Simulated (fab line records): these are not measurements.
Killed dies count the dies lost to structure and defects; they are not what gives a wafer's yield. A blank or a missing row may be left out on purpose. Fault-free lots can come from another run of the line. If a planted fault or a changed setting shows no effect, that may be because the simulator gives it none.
Matching of chambers || flow gf180mcu || rie-si-01 running GF_POLY_GATE_ETCH_13: 4 sister chambers
The step etches poly-Si in HBr/Cl2, stops on SiO2, target depth 198.5 nm, time 69.6 s. 18 wafers are shown with their chamber, then 9 later ones without.

== EACH WAFER AND ITS CHAMBER ==
{"wafer": "L490.1", "chamber": 3, "drypump-motor-current-A (A)": 6.3, "oes-product-au (a.u.)": 0.984, "throttle-valve-pct (%)": 33.685}
{"wafer": "L490.3", "chamber": 2, "drypump-motor-current-A (A)": 6.2, "oes-product-au (a.u.)": 0.993, "throttle-valve-pct (%)": 33.703}
{"wafer": "L490.5", "chamber": 3, "drypump-motor-current-A (A)": 6.2, "oes-product-au (a.u.)": 0.997, "throttle-valve-pct (%)": 33.677}
{"wafer": "L491.1", "chamber": 3, "drypump-motor-current-A (A)": 6.2, "oes-product-au (a.u.)": 0.998, "throttle-valve-pct (%)": 33.692}
{"wafer": "L491.2", "chamber": 2, "drypump-motor-current-A (A)": 6.2, "oes-product-au (a.u.)": 0.998, "throttle-valve-pct (%)": 33.677}
{"wafer": "L491.4", "chamber": 1, "drypump-motor-current-A (A)": 5.0, "oes-product-au (a.u.)": 0.998, "throttle-valve-pct (%)": 33.698}
{"wafer": "L493.1", "chamber": 3, "drypump-motor-current-A (A)": 6.2, "oes-product-au (a.u.)": 0.985, "throttle-valve-pct (%)": 33.681}
{"wafer": "L493.5", "chamber": 2, "drypump-motor-current-A (A)": 6.2, "oes-product-au (a.u.)": 0.991, "throttle-valve-pct (%)": 33.694}
{"wafer": "L493.6", "chamber": 3, "drypump-motor-current-A (A)": 6.2, "oes-product-au (a.u.)": 0.983, "throttle-valve-pct (%)": 33.670}
{"wafer": "L494.2", "chamber": 3, "drypump-motor-current-A (A)": 6.2, "oes-product-au (a.u.)": 0.986, "throttle-valve-pct (%)": 33.684}
{"wafer": "L494.5", "chamber": 1, "drypump-motor-current-A (A)": 5.0, "oes-product-au (a.u.)": 0.994, "throttle-valve-pct (%)": 33.676}
{"wafer": "L494.6", "chamber": 3, "drypump-motor-current-A (A)": 6.2, "oes-product-au (a.u.)": 0.992, "throttle-valve-pct (%)": 33.681}
{"wafer": "L497.1", "chamber": 0, "drypump-motor-current-A (A)": 5.1, "oes-product-au (a.u.)": 0.986, "throttle-valve-pct (%)": 33.693}
{"wafer": "L497.2", "chamber": 3, "drypump-motor-current-A (A)": 6.2, "oes-product-au (a.u.)": 1.002, "throttle-valve-pct (%)": 33.697}
{"wafer": "L497.6", "chamber": 1, "drypump-motor-current-A (A)": 5.0, "oes-product-au (a.u.)": 0.999, "throttle-valve-pct (%)": 33.696}
{"wafer": "L498.1", "chamber": 1, "drypump-motor-current-A (A)": 5.0, "oes-product-au (a.u.)": 1.003, "throttle-valve-pct (%)": 33.672}
{"wafer": "L498.2", "chamber": 0, "drypump-motor-current-A (A)": 5.1, "oes-product-au (a.u.)": 0.990, "throttle-valve-pct (%)": 33.701}
{"wafer": "L498.3", "chamber": 2, "drypump-motor-current-A (A)": 6.2, "oes-product-au (a.u.)": 0.997, "throttle-valve-pct (%)": 33.674}

SIGNATURES, as means of the wafers listed above
{"reading": "drypump-motor-current-A", "chamber 0": 5.100, "chamber 1": 5.000, "chamber 2": 6.200, "chamber 3": 6.213, "scatter within a chamber": 0.025}
{"reading": "oes-product-au", "chamber 0": 0.98800, "chamber 1": 0.99850, "chamber 2": 0.99475, "chamber 3": 0.99087, "scatter within a chamber": 0.00575}
{"reading": "throttle-valve-pct", "chamber 0": 33.69700, "chamber 1": 33.68550, "chamber 2": 33.68700, "chamber 3": 33.68337, "scatter within a chamber": 0.0108}
Rule: distance of a wafer from a chamber = root of the sum over the readings of ((wafer's reading minus chamber's mean) / reading's scatter) squared. If the next closest chamber is less than 2 further off than the closest, the wafer can't be placed; otherwise it belongs to the closest. How the scatter is found: for the shown wafers, subtract from each reading the mean of its chamber, square and add these, divide the total by (wafers less chambers), then take the root.

== WAFERS WHOSE CHAMBER IS MISSING ==
{"wafer": "L503.2", "drypump-motor-current-A (A)": 6.2, "oes-product-au (a.u.)": 0.992, "throttle-valve-pct (%)": 33.692}
{"wafer": "L503.5", "drypump-motor-current-A (A)": 5.0, "oes-product-au (a.u.)": 0.995, "throttle-valve-pct (%)": 33.671}
{"wafer": "L503.6", "drypump-motor-current-A (A)": 5.0, "oes-product-au (a.u.)": 0.981, "throttle-valve-pct (%)": 33.680}
{"wafer": "L504.2", "drypump-motor-current-A (A)": 5.0, "oes-product-au (a.u.)": 0.974, "throttle-valve-pct (%)": 33.686}
{"wafer": "L504.3", "drypump-motor-current-A (A)": 5.0, "oes-product-au (a.u.)": 0.991, "throttle-valve-pct (%)": 33.680}
{"wafer": "L504.5", "drypump-motor-current-A (A)": 5.0, "oes-product-au (a.u.)": 0.991, "throttle-valve-pct (%)": 33.678}
{"wafer": "L505.4", "drypump-motor-current-A (A)": 5.0, "oes-product-au (a.u.)": 0.986, "throttle-valve-pct (%)": 33.671}
{"wafer": "L505.5", "drypump-motor-current-A (A)": 5.0, "oes-product-au (a.u.)": 0.978, "throttle-valve-pct (%)": 33.678}
{"wafer": "L505.6", "drypump-motor-current-A (A)": 6.2, "oes-product-au (a.u.)": 0.982, "throttle-valve-pct (%)": 33.665}

== WHICH CHAMBER EACH ONE RAN IN ==
{"wafer": "L503.2", "from the rows above": "can't be placed: 2 or 3", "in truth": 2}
{"wafer": "L503.5", "from the rows above": 1, "in truth": 1}
{"wafer": "L503.6", "from the rows above": "can't be placed: 1 or 0", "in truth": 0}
{"wafer": "L504.2", "from the rows above": "can't be placed: 1 or 0", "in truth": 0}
{"wafer": "L504.3", "from the rows above": 1, "in truth": 1}
{"wafer": "L504.5", "from the rows above": 1, "in truth": 1}
{"wafer": "L505.4", "from the rows above": 1, "in truth": 1}
{"wafer": "L505.5", "from the rows above": "can't be placed: 1 or 0", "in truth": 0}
{"wafer": "L505.6", "from the rows above": "can't be placed: 3 or 2", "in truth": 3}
4 of 9 placed correctly. Not placeable from these rows: 5 (in 5, the candidates include the true chamber). Wrongly placed: 0.
